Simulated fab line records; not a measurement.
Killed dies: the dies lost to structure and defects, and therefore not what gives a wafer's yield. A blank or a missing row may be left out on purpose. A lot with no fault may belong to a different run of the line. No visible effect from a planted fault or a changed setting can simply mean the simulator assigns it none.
Struck lot and sound lot, side by side | flow gf180mcu | 13 steps out of a route of 602
Sound: these wafers, L333.1, L333.2, L333.4. Struck: wafers L340.1, L340.3, L340.6. The cause comes at the end.
Per side, at each step with rows, come the tool, then ch with its chambers, and then its first start. Under that, the readings that differ: sound wafers | struck wafers | difference of the means | sigmas: that difference in standard deviations of wafers without a fault.
alike: same words and numbers on both sides, and readings whose means sit less than 2 such deviations apart. not compared: any withheld reading, any reading some wafer has no value for, any bound like >300 that may hide the same value, and any number with overlapping values for which the record gives no deviation.
A row with sigmas, a row that says differs or no value, or rows on one side alone: a step with any of these is where the two part. Non-overlapping numbers with no deviation appear without sigmas and do not part them. A reading missing from all wafers of one side parts the sides only when that side holds two or more wafers.

GF_V4_CD_MEAS_14: the cd target is 260 nm.
  sound on cdSem-02 at day 27 00:17; struck on cdSem-02 at day 29 00:33
  alike: cdNm
GF_V4_OVL_MEAS_15:
  sound on overlay-02 at day 27 00:25; struck on overlay-01 at day 29 00:40
  alike: V4_OVL
GF_V4_ETCH_16: etches BARC in N2/H2.
  sound on rieDiel-02 ch 0,1,2, day 27 00:27; struck on rieDiel-03 ch 0,3, day 29 00:43
  alike: drypumpMotorCurrentA, n2FlowSccm, oesProductAu, throttleValvePct
then, 1 step without rows for these wafers: GF_V4_ETCH_17 (etches SiO2 in C4F8/O2/Ar, stops on TiN, target depth 630 nm).
GF_V4_STRIP_18: strips in O2/N2.
  sound on plasmaAsher-03 ch 0,1, day 27 00:35; struck on plasmaAsher-02 ch 1, day 29 00:50
  alike: drypumpMotorCurrentA, heaterPowerW, n2FlowSccm, oesProductAu
  not compared: rfHoursCounterH
then, 2 steps without rows for these wafers: GF_V4_STRIP_19 (strips in post etch residue remover, time 1200 s); GF_V4_CLEAN_20 (cleans in DIW).
GF_V4_SPUTTER_21: material Ti, target thk 15 nm, time 80.02 s.
  sound on pvdSputter-03 at day 27 01:08; struck on pvdSputter-02 at day 29 01:25
  alike: throttleValvePct
GF_V4_SPUTTER_22: material TiN, target thk 10 nm, time 40 s.
  sound on pvdSputter-03 at day 27 01:12; struck on pvdSputter-02 at day 29 01:29
  alike: throttleValvePct
GF_V4_CVD_23: deposits W, target thk 350 nm, time 104.9 s.
  sound on cvdW-02 ch 0,1, day 27 01:14; struck on cvdW-02 ch 0,1, day 29 01:31
  alike: heaterPowerOuterW, heaterPowerW
GF_V4_RS_MEAS_24: uses a four-point probe to measure.
  sound on filmMetro-01 at day 27 01:22; struck on filmMetro-01 at day 29 01:38
  alike: V4_W_RS
GF_V4_THK_MEAS_25: measures by xrf.
  sound on filmMetro-01 at day 27 01:29; struck on filmMetro-01 at day 29 01:45
  alike: V4_W_THK
GF_V4_CMP_26: polishes, stops on SiO2, t overpolish 15 s, target thk 0 nm.
  sound on cmp-01 ch 0,1,2, day 27 01:34; struck on cmp-02 ch 2,3, day 29 01:49
  no value came back on the struck wafers for any of 6 readings (edgeZonePressureFrac, headPressurePsi (psi) and others); on the sound wafers edgeZonePressureFrac reads 1.007 1.003 0.995
reading                         | sound | struck            | difference | sigmas
model.W_of_V4_CVD_23.thkNm (nm) | 0 0 0 | 350.1 348.7 352.4 | +350.4     | 
  not compared: model.SiO2_of_V4_CVD_02.thkNm

## WHERE THEY PART
GF_V4_CMP_26 only, going by this record.

WHY: whatever the simulator had introduced
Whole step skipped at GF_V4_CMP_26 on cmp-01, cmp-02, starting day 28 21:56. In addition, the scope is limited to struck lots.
